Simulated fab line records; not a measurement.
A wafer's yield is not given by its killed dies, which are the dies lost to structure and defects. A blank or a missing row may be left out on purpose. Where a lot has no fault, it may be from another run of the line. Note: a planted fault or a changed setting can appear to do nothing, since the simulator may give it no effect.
Which tool is to blame? / flow sky130 / 36 wafers from 12 lots sampled at 3 of the route's 708 steps

== WHAT THE GAUGES SHOWED, per wafer ==
SKY_FIELD_ISO_BOW_MEAS_00.
lot=L839; measured=day 1 15:00; on=filmMetro-03; INCOMING_BOW (um)=-8 17 -2
lot=L841; measured=day 2 01:00; on=filmMetro-04; INCOMING_BOW (um)=-5 5 2
lot=L845; measured=day 2 21:01; on=filmMetro-04; INCOMING_BOW (um)=3 -6 -8
lot=L846; measured=day 3 02:01; on=filmMetro-04; INCOMING_BOW (um)=5 -5 5
lot=L847; measured=day 3 07:02; on=filmMetro-04; INCOMING_BOW (um)=9 -1 -8
lot=L851; measured=day 4 03:00; on=filmMetro-04; INCOMING_BOW (um)=9 -1 -19
lot=L853; measured=day 4 13:01; on=filmMetro-02; INCOMING_BOW (um)=5 -3 -6
lot=L855; measured=day 4 23:00; on=filmMetro-03; INCOMING_BOW (um)=-2 5 -8
lot=L856; measured=day 5 04:00; on=filmMetro-03; INCOMING_BOW (um)=6 0 3
lot=L858; measured=day 5 14:02; on=filmMetro-04; INCOMING_BOW (um)=1 -3 -1
lot=L859; measured=day 5 19:00; on=filmMetro-02; INCOMING_BOW (um)=10 -2 -6
lot=L860; measured=day 6 00:00; on=filmMetro-04; INCOMING_BOW (um)=6 -1 6

SKY_FIELD_ISO_THK_MEAS_23.
lot=L839; measured=day 2 12:53; on=filmMetro-02; FIELD_ISO_OXIDATION_01_THK (nm)=9.92 10.06 9.92
lot=L841; measured=day 2 23:22; on=filmMetro-03; FIELD_ISO_OXIDATION_01_THK (nm)=10.11 10.16 9.78
lot=L845; measured=day 3 18:50; on=filmMetro-02; FIELD_ISO_OXIDATION_01_THK (nm)=9.78 9.97 9.84
lot=L846; measured=day 3 22:56; on=filmMetro-03; FIELD_ISO_OXIDATION_01_THK (nm)=10.14 10.25 10.20
lot=L847; measured=day 4 06:31; on=filmMetro-02; FIELD_ISO_OXIDATION_01_THK (nm)=9.89 10.07 10.04
lot=L851; measured=day 5 03:13; on=filmMetro-04; FIELD_ISO_OXIDATION_01_THK (nm)=10.03 10.03 9.88
lot=L853; measured=day 5 13:49; on=filmMetro-02; FIELD_ISO_OXIDATION_01_THK (nm)=10.20 9.93 10.01
lot=L855; measured=day 6 00:01; on=filmMetro-03; FIELD_ISO_OXIDATION_01_THK (nm)=9.90 10.12 10.08
lot=L856; measured=day 6 04:13; on=filmMetro-04; FIELD_ISO_OXIDATION_01_THK (nm)=10.23 10.18 10.22
lot=L858; measured=day 6 15:19; on=filmMetro-02; FIELD_ISO_OXIDATION_01_THK (nm)=9.90 10.03 9.80
lot=L859; measured=day 6 22:06; on=filmMetro-03; FIELD_ISO_OXIDATION_01_THK (nm)=10.04 10.17 10.18
lot=L860; measured=day 7 03:40; on=filmMetro-04; FIELD_ISO_OXIDATION_01_THK (nm)=9.94 9.96 9.96

== TOOL THAT RAN EACH LOT (tool first, then ch and the chambers of the sampled wafers, then the start) ==
lot=L839; SKY_FIELD_ISO_ETCH_15=rieDiel-01 ch 1,2,3, day 2 10:37
lot=L841; SKY_FIELD_ISO_ETCH_15=rieDiel-04 ch 0,1,3, day 2 20:53
lot=L845; SKY_FIELD_ISO_ETCH_15=rieDiel-04 ch 0,2, day 3 16:31
lot=L846; SKY_FIELD_ISO_ETCH_15=rieDiel-04 ch 0,1,2, day 3 21:16
lot=L847; SKY_FIELD_ISO_ETCH_15=rieDiel-01 ch 0,1, day 4 04:16
lot=L851; SKY_FIELD_ISO_ETCH_15=rieDiel-01 ch 0,1,3, day 5 00:13
lot=L853; SKY_FIELD_ISO_ETCH_15=rieDiel-01 ch 1,2,3, day 5 11:10
lot=L855; SKY_FIELD_ISO_ETCH_15=rieDiel-02 ch 0,2,3, day 5 21:34
lot=L856; SKY_FIELD_ISO_ETCH_15=rieDiel-02 ch 1,2,3, day 6 02:11
lot=L858; SKY_FIELD_ISO_ETCH_15=rieDiel-01 ch 0,2,3, day 6 12:40
lot=L859; SKY_FIELD_ISO_ETCH_15=rieDiel-01 ch 1,2,3, day 6 17:28
lot=L860; SKY_FIELD_ISO_ETCH_15=rieDiel-01 ch 0,1,3, day 6 23:46
- SKY_FIELD_ISO_ETCH_15: etches the open film in CHF3/O2, stops on Si, target depth 180 nm, time 72 s.

== AS READ BY THE TOOLS THEMSELVES (means over the sampled wafers that have a number; for cases with no such wafer, the mark the record gives instead) ==
SKY_FIELD_ISO_ETCH_15.
lot=L839; tool=rieDiel-01; drypumpMotorCurrentA (A)=5.6; oesProductAu (a.u.)=0.952; throttleValvePct (%)=8.852
lot=L841; tool=rieDiel-04; drypumpMotorCurrentA (A)=5.9; oesProductAu (a.u.)=0.941; throttleValvePct (%)=8.842
lot=L845; tool=rieDiel-04; drypumpMotorCurrentA (A)=6.5; oesProductAu (a.u.)=0.948; throttleValvePct (%)=8.843
lot=L846; tool=rieDiel-04; drypumpMotorCurrentA (A)=6.5; oesProductAu (a.u.)=0.942; throttleValvePct (%)=8.838
lot=L847; tool=rieDiel-01; drypumpMotorCurrentA (A)=6.1; oesProductAu (a.u.)=0.949; throttleValvePct (%)=8.846
lot=L851; tool=rieDiel-01; drypumpMotorCurrentA (A)=6.0; oesProductAu (a.u.)=0.946; throttleValvePct (%)=8.848
lot=L853; tool=rieDiel-01; drypumpMotorCurrentA (A)=5.6; oesProductAu (a.u.)=0.947; throttleValvePct (%)=8.847
lot=L855; tool=rieDiel-02; drypumpMotorCurrentA (A)=5.7; oesProductAu (a.u.)=0.951; throttleValvePct (%)=8.843
lot=L856; tool=rieDiel-02; drypumpMotorCurrentA (A)=6.0; oesProductAu (a.u.)=0.943; throttleValvePct (%)=8.844
lot=L858; tool=rieDiel-01; drypumpMotorCurrentA (A)=5.9; oesProductAu (a.u.)=0.944; throttleValvePct (%)=8.834
lot=L859; tool=rieDiel-01; drypumpMotorCurrentA (A)=5.6; oesProductAu (a.u.)=0.946; throttleValvePct (%)=8.839
lot=L860; tool=rieDiel-01; drypumpMotorCurrentA (A)=6.0; oesProductAu (a.u.)=0.938; throttleValvePct (%)=8.844

== THE ANSWER, worked out from the rows above alone ==
Rule: the lots themselves supply what counts as usual. Put in order of their means at a reading, lots are off if they are a third of the lots or fewer, leave a main group of 4 or more, and stand apart from it by a gap of 3 or more times the standard deviation of the main group's means; of several such gaps the widest counts. The tables above print the reading to a certain number of digits; a main group whose means all agree to those digits is not used. A lot without any number at a reading at which 4 lots or more have one is off too. Any other lot the step has rows for is counted as sound. The gauges are gone through in route order, then the tools' own readings, and for those a lot's mean is taken as printed above. At the first step where some lot is off, the reading lying furthest off is the one used; lots without a number count as furthest.
No lot is off at any reading shown: from this, nothing can be told.

== WHAT WAS PUT IN BY THE SIMULATOR ==
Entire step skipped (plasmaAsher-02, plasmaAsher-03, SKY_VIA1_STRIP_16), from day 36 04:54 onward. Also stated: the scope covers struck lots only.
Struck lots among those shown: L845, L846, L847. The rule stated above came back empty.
